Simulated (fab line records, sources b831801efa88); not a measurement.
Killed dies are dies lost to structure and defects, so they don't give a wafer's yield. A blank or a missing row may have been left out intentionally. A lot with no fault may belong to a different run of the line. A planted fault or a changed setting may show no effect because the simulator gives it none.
Struck lot and sound lot, side by side -- flow sky130 -- 14 out of 708 route steps
Sound: these wafers, L280.2, L280.3, L280.6. The struck wafers were L284.1, L284.2, L284.4. The cause comes at the end.
For every step that has rows: the tool of each side, followed by ch and its chambers, followed by its first start. Under that, the readings that differ: sound wafers -- struck wafers -- difference of the means -- sigmas: that difference in standard deviations of wafers without a fault.
alike: readings whose means differ by less than 2 such deviations, and words and numbers that are the same on both sides. not compared: withheld readings, readings that some wafer has no value for, bounds like >300 that may hide the same value, and numbers for which the record gives no deviation and whose values overlap.
A row with sigmas, a row that says differs or no value, or rows on one side alone: a step with any of these is where the two part. Numbers that don't overlap but have no deviation are shown without sigmas and don't part them. Lack of a reading on every wafer of one side parts them only where that side has two or more wafers.

first, 4 steps without rows for these wafers: SKY_RES_XHIGH_EXPOSE_04 (exposes mask URPM, target cd 1270 nm); SKY_RES_XHIGH_PEB_05; SKY_RES_XHIGH_DEVELOP_06 (develop time 60 s); SKY_RES_XHIGH_IMPLANT_07.
SKY_RES_XHIGH_STRIP_08: strips in O2/N2.
  sound on plasma asher-01 ch 0,1, day 28 17:38; struck on plasma asher-02 ch 0,1, day 29 06:18
  alike: drypump motor current A, o2 flow sccm, oes product au, strip time to endpoint s
  not compared: rf hours counter h
SKY_RES_XHIGH_TW_MEAS_09:
  sound on film metro-02, day 28 17:45; struck on film metro-02, day 29 06:24
  alike: RES_XHIGH_TW
then, 6 steps without rows for these wafers: SKY_SD_N_DEHYDRATE_00 (time 60 s); SKY_SD_N_HMDS_01 (prime time 60 s); SKY_SD_N_COAT_02 (resist thk 1140 nm); SKY_SD_N_SOFTBAKE_03 (time 60 s); SKY_SD_N_EXPOSE_04 (exposes mask NSDM, target cd 380 nm); SKY_SD_N_PEB_05.
SKY_SD_N_DEVELOP_06: develop time 60 s.
  struck on litho track-03, day 30 11:06; sound on litho track-02 ch 0, day 29 21:28
  no value came back on the struck wafers for chill plate temp C (C), develop time s (s); on the sound wafers chill plate temp C (C) reads 23.05 22.98 23.05
SKY_SD_N_CD_MEAS_07 targets a cd of 380 nm.
  sound on cd sem-02, day 29 21:37; struck on cd sem-02, day 30 11:15
reading,sound,struck,difference,sigmas
cd nm (nm),380.6 381.7 382.4,- - -,no value on the struck wafers,

== WHERE THEY PART ==
Last at SKY_SD_N_CD_MEAS_07 as far as this record goes, first at SKY_SD_N_DEVELOP_06.

WHY: what the simulator had put in
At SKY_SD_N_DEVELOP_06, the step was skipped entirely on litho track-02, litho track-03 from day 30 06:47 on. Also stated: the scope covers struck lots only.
